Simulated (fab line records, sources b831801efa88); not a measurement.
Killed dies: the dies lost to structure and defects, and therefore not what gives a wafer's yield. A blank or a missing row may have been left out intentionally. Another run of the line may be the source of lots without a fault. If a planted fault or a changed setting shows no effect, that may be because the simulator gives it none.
fab line records ; flow sky130
record: lots: 5; wafers: 15; last_day: 49
route steps=708 shown RES_XHIGH@334 SD_N@342 PAD_OPEN@708
lots that met no fault: taken from a fault-free run of the same line
start_h: the number of hours between the record's first day and the start of the first shown wafer of the lot ; wait_h: hours elapsed since this lot's preceding step ; " repeats the value in the row above ; L1.1+2: one row covering several wafers at once ; - no value present, or no start provided ; * or withheld: withheld ; < > ~ a bound
route shown NAME@n: names a module that has steps shown in the file, with the first one's number in the route ; usual: mean and standard deviation over wafers with no fault ; same: alike in all rows ; chamber/n: place in a boat ; sites: the reading at each site ; _std_site: the values' standard deviation ; _edge_site: the outer-site mean with the inner-site mean subtracted ; radius_mm: how far each site lies from the wafer's centre ; mask NAME#n: copy n ; behind: the last tool/chamber to shape the wafer ; hold: cause of the lot's hold/its duration in hours/its outcome ; device: which transistor (n, p or np) failed to switch ; end of line: tests run on the same wafers once the route is complete ; where a step has no rows: the recipe by itself ; killed: count of dies lost to structure and defects at first sort (not the wafer's yield) ; map: shows each die of a wafer: x if killed, . if not, _ if none is there
set.NAME: setting as actually run; set.NAME@STEP: the setting as run at that earlier step ; model.NAME: the simulator's own value behind a step, which no gauge read
lots at selected steps of the route; one table per step, one row per wafer
services: when a tool's chamber went out of use (start_h, in hours from the record's first day, below 0 if earlier), for how many hours, and the reason
== steps ==
step: SKY_RES_XHIGH_COAT_02
recipe: resist: NOVOLAK; spin_rpm: 3000; resist_thk_nm: 1140
step: SKY_RES_XHIGH_SOFTBAKE_03
recipe: temp_c: 90; time_s: 60; resist: NOVOLAK
step: SKY_RES_XHIGH_EXPOSE_04
recipe: mask_id: URPM; na: 0.6; source_shape: conventional; sigma_outer: 0.6; polarization: unpolarized; target_cd_nm: 1270; dose_mj: 140
step: SKY_RES_XHIGH_PEB_05
recipe: temp_c: withheld; time_s: *; resist: NOVOLAK
step: SKY_RES_XHIGH_DEVELOP_06
recipe: resist: NOVOLAK; developer: TMAH; develop_time_s: 60; dev_temp_c: 23
step: SKY_RES_XHIGH_IMPLANT_07
recipe: species: BF2; energy_kev: 20; dose_cm2: 3.6e+14; tilt_deg: 0
step: SKY_RES_XHIGH_STRIP_08
recipe: chemistry: O2/N2; power_w: 1400; pressure_mtorr: 1500; platen_temp_c: withheld; o2_flow_sccm: 3000; n2_flow_sccm: 300; overash_fraction: 0.5
usual: chamber_pressure_mTorr: 1500.0/1.3; drypump_motor_current_A: 5.7/0.76; oes_product_au: 0.711/0.0047; strip_time_to_endpoint_s: 14.28/0.036
lot.wafer;tool;chamber;start_h;wait_h;chamber_pressure_mTorr;drypump_motor_current_A;oes_product_au;rf_hours_counter_h;strip_time_to_endpoint_s
L821.2;plasma_asher-04;0;664.74;0.1;1503.1;6.3;0.720;52;14.21
L821.3;plasma_asher-04;1;664.74;0.1;1501.1;4.7;0.716;-;14.27
L821.5;plasma_asher-04;0;664.74;0.1;1498.0;6.3;0.715;-;14.24
L827.1;plasma_asher-04;0;716.87;0.1;1498.1;6.3;0.717;54;14.29
L827.5;plasma_asher-04;1;716.87;0.1;1498.1;4.8;0.705;-;14.22
L827.6;plasma_asher-04;0;716.87;0.1;1500.4;6.3;0.704;-;14.28
L832.1;plasma_asher-04;1;754.76;0.1;1498.0;4.8;0.713;58;14.29
L832.3;plasma_asher-04;1;754.76;0.1;1500.0;4.7;0.708;-;14.26
L832.4;plasma_asher-04;0;754.76;0.1;1499.1;6.3;0.704;-;14.27
L834.2;plasma_asher-04;1;766.32;0.1;1500.2;4.7;0.715;59;14.26
L834.3;plasma_asher-04;0;766.32;0.1;1501.6;6.4;0.707;-;14.26
L834.4;plasma_asher-04;1;766.32;0.1;1497.9;4.7;0.707;-;14.25
L835.1;plasma_asher-04;0;771.41;0.1;1500.2;6.4;0.714;60;14.37
L835.4;plasma_asher-04;1;771.41;0.1;1498.2;4.7;0.704;-;14.36
L835.6;plasma_asher-04;0;771.41;0.1;1499.7;6.4;0.711;-;14.37
step: SKY_RES_XHIGH_TW_MEAS_09
usual: RES_XHIGH_TW: 1638/18
lot.wafer;tool;chamber;start_h;wait_h;RES_XHIGH_TW
L821.2;film_metro-03;-;664.85;0.1;1625
L821.3;film_metro-03;-;664.85;0.1;1626
L821.5;film_metro-03;-;664.85;0.1;1616
L827.1;film_metro-04;-;716.97;0.1;1626
L827.5;film_metro-04;-;716.97;0.1;1628
L827.6;film_metro-04;-;716.97;0.1;1632
L832.1;film_metro-04;-;754.86;0.1;1635
L832.3;film_metro-04;-;754.86;0.1;1627
L832.4;film_metro-04;-;754.86;0.1;1632
L834.2;film_metro-03;-;766.43;0.1;1624
L834.3;film_metro-03;-;766.43;0.1;1626
L834.4;film_metro-03;-;766.43;0.1;1619
L835.1;film_metro-04;-;771.51;0.1;1626
L835.4;film_metro-04;-;771.51;0.1;1623
L835.6;film_metro-04;-;771.51;0.1;1618
step: SKY_SD_N_DEHYDRATE_00
recipe: temp_c: 200; time_s: 60
step: SKY_SD_N_HMDS_01
recipe: prime_time_s: 60; prime_temp_c: 120
step: SKY_SD_N_COAT_02
recipe: resist: NOVOLAK; spin_rpm: 3000; resist_thk_nm: 1140
step: SKY_SD_N_SOFTBAKE_03
recipe: temp_c: 90; time_s: 60; resist: NOVOLAK
step: SKY_SD_N_EXPOSE_04
recipe: mask_id: NSDM; na: 0.6; source_shape: conventional; sigma_outer: 0.6; polarization: unpolarized; target_cd_nm: 380; dose_mj: 141
usual: exposure_dose_mJ_cm2: 140.90/0.13; reticle_temp_C: 23.02/0.1; stage_vel_mm_s: 499.94/0.24
lot.wafer;tool;chamber;start_h;wait_h;mask;exposure_dose_mJ_cm2;reticle_temp_C;stage_vel_mm_s
L821.2;iline_stepper-02;0;679.96;-;NSDM_R1#0;140.82;23.02;499.72
L821.3;iline_stepper-02;0;679.96;-;NSDM_R1#0;140.90;23.12;499.88
L821.5;iline_stepper-02;0;679.96;-;NSDM_R1#0;140.79;22.91;499.66
L827.1;iline_stepper-02;0;731.11;-;NSDM#0;140.71;22.95;499.87
L827.5;iline_stepper-02;0;731.11;-;NSDM#0;140.82;23.00;500.13
L827.6;iline_stepper-02;0;731.11;-;NSDM#0;141.01;23.14;499.77
L832.1;iline_stepper-02;0;768.48;-;NSDM#0;140.84;23.11;500.11
L832.3;iline_stepper-02;0;768.48;-;NSDM#0;141.11;23.13;499.89
L832.4;iline_stepper-02;0;768.48;-;NSDM#0;140.84;23.14;499.74
L834.2;iline_stepper-02;0;779.78;-;NSDM#0;140.94;22.96;499.62
L834.3;iline_stepper-02;0;779.78;-;NSDM#0;140.68;23.13;499.68
L834.4;iline_stepper-02;0;779.78;-;NSDM#0;140.82;23.14;499.70
L835.1;iline_stepper-01;0;784.25;-;NSDM#0;141.02;22.85;500.08
L835.4;iline_stepper-01;0;784.25;-;NSDM#0;141.11;22.69;500.33
L835.6;iline_stepper-01;0;784.25;-;NSDM#0;141.02;22.84;500.19
step: SKY_SD_N_PEB_05
recipe: temp_c: withheld; time_s: *; resist: NOVOLAK
step: SKY_SD_N_DEVELOP_06
recipe: resist: NOVOLAK; developer: TMAH; develop_time_s: 60; dev_temp_c: 23
step: SKY_SD_N_CD_MEAS_07
recipe: target_cd_nm: 380
usual: cd_nm: 379.7/2.4
lot.wafer;tool;chamber;start_h;wait_h;hold;cd_nm
L821.2;cd_sem-01;-;694.41;0.1;await_dispo/0.2h/release;335.3
L821.3;cd_sem-01;-;694.41;0.1;await_dispo/0.2h/release;337.2
L821.5;cd_sem-01;-;694.41;0.1;await_dispo/0.2h/release;338.7
L821.2;cd_sem-01;-;694.70;0.3;-;335.4
L821.3;cd_sem-01;-;694.70;0.3;-;337.1
L821.5;cd_sem-01;-;694.70;0.3;-;338.5
L827.1;cd_sem-02;-;744.07;0.1;-;381.2
L827.5;cd_sem-02;-;744.07;0.1;-;380.0
L827.6;cd_sem-02;-;744.07;0.1;-;380.1
L832.1;cd_sem-02;-;781.34;0.1;-;378.3
L832.3;cd_sem-02;-;781.34;0.1;-;377.6
L832.4;cd_sem-02;-;781.34;0.1;-;378.8
L834.2;cd_sem-02;-;792.80;0.1;-;382.6
L834.3;cd_sem-02;-;792.80;0.1;-;383.8
L834.4;cd_sem-02;-;792.80;0.1;-;380.1
L835.1;cd_sem-01;-;797.89;0.1;-;376.3
L835.4;cd_sem-01;-;797.89;0.1;-;379.4
L835.6;cd_sem-01;-;797.89;0.1;-;379.5
step: SKY_SD_N_OVL_MEAS_08
usual: SD_N_OVL: 1.0/1.3
lot.wafer;tool;chamber;start_h;wait_h;hold;SD_N_OVL[nm]
L821.2;overlay-02;-;697.63;2.9;await_dispo/2.8h/release;0.7
L821.3;overlay-02;-;697.63;2.9;await_dispo/2.8h/release;1.5
L821.5;overlay-02;-;697.63;2.9;await_dispo/2.8h/release;2.9
L827.1;overlay-01;-;744.19;0.1;-;0.8
L827.5;overlay-01;-;744.19;0.1;-;0.2
L827.6;overlay-01;-;744.19;0.1;-;0.9
L832.1;overlay-01;-;781.46;0.1;-;2.0
L832.3;overlay-01;-;781.46;0.1;-;0.8
L832.4;overlay-01;-;781.46;0.1;-;1.1
L834.2;overlay-02;-;792.91;0.1;-;-0.3
L834.3;overlay-02;-;792.91;0.1;-;0.5
L834.4;overlay-02;-;792.91;0.1;-;-1.3
L835.1;overlay-02;-;798.01;0.1;-;-0.9
L835.4;overlay-02;-;798.01;0.1;-;1.4
L835.6;overlay-02;-;798.01;0.1;-;-0.8
step: SKY_PAD_OPEN_PROBE_99
usual: killed_at_M0_to_M3: 42/7; killed_at_M4_up: 2.8/1.8; killed_at_contacts: 24/5.8; killed_at_front_end: 15/4.8; killed_at_other: 0.3/0.56; killed_dies: 84/11; killed_open: 46/7.8; killed_short: 38/6.3
same: gross_dies: 492; killed_at_back_side: 0
lot.wafer;tool;chamber;start_h;wait_h;killed_at_M0_to_M3;killed_at_M4_up;killed_at_contacts;killed_at_front_end;killed_at_other;killed_dies;killed_open;killed_short
L821.2;prober-02;-;1110.61;0.1;45;1;41;15;0;102;59;42
L821.3;prober-02;-;1110.66;0.2;57;4;29;16;1;107;65;42
L821.5;prober-02;-;1110.76;0.2;45;5;25;15;0;90;49;39
L827.1;prober-02;-;1145.54;0.1;49;1;24;21;1;96;52;44
L827.5;prober-02;-;1145.74;0.2;50;2;26;16;1;95;50;44
L827.6;prober-02;-;1145.79;0.2;47;2;24;16;0;89;54;35
L832.1;prober-01;-;1170.59;0.1;53;6;25;11;0;95;55;40
L832.3;prober-01;-;1170.69;0.2;40;1;35;11;0;87;49;37
L832.4;prober-01;-;1170.74;0.2;38;4;20;13;0;75;34;41
killed by level:class
L821.2 LI_CONTACT:geometric_particle:open=13 CONTACT:geometric_particle:open=11 VIA1:geometric_particle:open=11 METAL1:geometric_particle:short=9 LOCAL_INTERCONNECT:geometric_particle:short=8 VIA3:geometric_particle:open=8 VIA2:geometric_particle:open=7 CONTACT:geometric_particle:short=5
L821.3 VIA2:geometric_particle:open=11 CONTACT:geometric_particle:open=10 VIA3:geometric_particle:open=9 LI_CONTACT:geometric_particle:open=8 METAL1:geometric_particle:short=8 METAL2:geometric_particle:short=7 VIA1:geometric_particle:open=7 POLY_GATE:geometric_particle:open=6
L821.5 VIA2:geometric_particle:open=11 LI_CONTACT:geometric_particle:open=9 VIA1:geometric_particle:open=9 METAL1:geometric_particle:short=9 CONTACT:geometric_particle:open=7 VIA3:geometric_particle:open=4 POLY_GATE:geometric_particle:short=3 POLY_CUT:geometric_particle:short=3
L827.1 VIA1:geometric_particle:open=15 CONTACT:geometric_particle:open=12 VIA1:geometric_particle:short=7 VIA3:geometric_particle:open=6 FIELD_ISO:geometric_particle:open=5 POLY_GATE:geometric_particle:short=5 VIA2:geometric_particle:open=5 CONTACT:geometric_particle:short=5
L827.5 VIA1:geometric_particle:open=14 CONTACT:geometric_particle:open=10 VIA1:geometric_particle:short=9 LOCAL_INTERCONNECT:geometric_particle:short=8 VIA2:geometric_particle:open=7 LI_CONTACT:geometric_particle:open=5 METAL2:geometric_particle:short=5 VIA3:geometric_particle:open=5
L827.6 VIA1:geometric_particle:open=15 CONTACT:geometric_particle:open=9 FIELD_ISO:geometric_particle:open=7 LI_CONTACT:geometric_particle:open=7 VIA1:geometric_particle:short=7 CONTACT:geometric_particle:short=6 METAL1:geometric_particle:short=5 METAL3:geometric_particle:short=5
L832.1 VIA1:geometric_particle:open=16 CONTACT:geometric_particle:open=8 LOCAL_INTERCONNECT:geometric_particle:short=7 METAL2:geometric_particle:short=7 VIA3:geometric_particle:open=7 VIA1:geometric_particle:short=6 LI_CONTACT:geometric_particle:open=5 METAL4:geometric_particle:short=4
L832.3 CONTACT:geometric_particle:open=16 METAL2:geometric_particle:short=11 LI_CONTACT:geometric_particle:open=8 POLY_GATE:geometric_particle:open=5 VIA1:geometric_particle:open=5 VIA3:geometric_particle:open=5 LOCAL_INTERCONNECT:geometric_particle:short=4 CONTACT:geometric_particle:short=4
L832.4 FIELD_ISO:geometric_particle:short=8 VIA1:geometric_particle:open=7 LI_CONTACT:geometric_particle:open=6 VIA2:geometric_particle:open=5 CONTACT:geometric_particle:short=5 METAL2:geometric_particle:short=5 CONTACT:geometric_particle:open=4 VIA3:geometric_particle:short=4
== services ==
tool;chamber;start_h;hours;kind
iline_stepper-01;-;667.98;2.5;repair
plasma_asher-04;-;676.69;28.1;pm
iline_stepper-01;-;678.52;1.7;pm
iline_stepper-01;-;727.77;7.8;repair
iline_stepper-02;-;756.53;4.4;pm
== key ==
first_sign: step: SKY_SD_N_EXPOSE_04; reading: mask; direction: changed
effect: step: SKY_SD_N_CD_MEAS_07; reading: visit; direction: added
effect: step: SKY_SD_N_CD_MEAS_07; reading: cd_nm; direction: down; sigmas: 18; usual: 379.7; struck: 337.1
met_at SKY_SD_N_EXPOSE_04
struck_wafers L821.2,L821.3,L821.5
tester_left_out L821
fault: kind: wrong_mask; tool: any; chamber: -; onset_h: 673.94; steps: SKY_SD_N_EXPOSE_04; aux_copy: NSDM_R1#0; cd_offset_nm: -46; scope: struck_lots_only
tester_left_out: of these lots the tester's yield and bins aren't shown, on N5 and GAA mostly nor the transistor test; their killed dies are dies lost to structure and defects alone, not to doping, threshold or leakage, so they don't give the yield
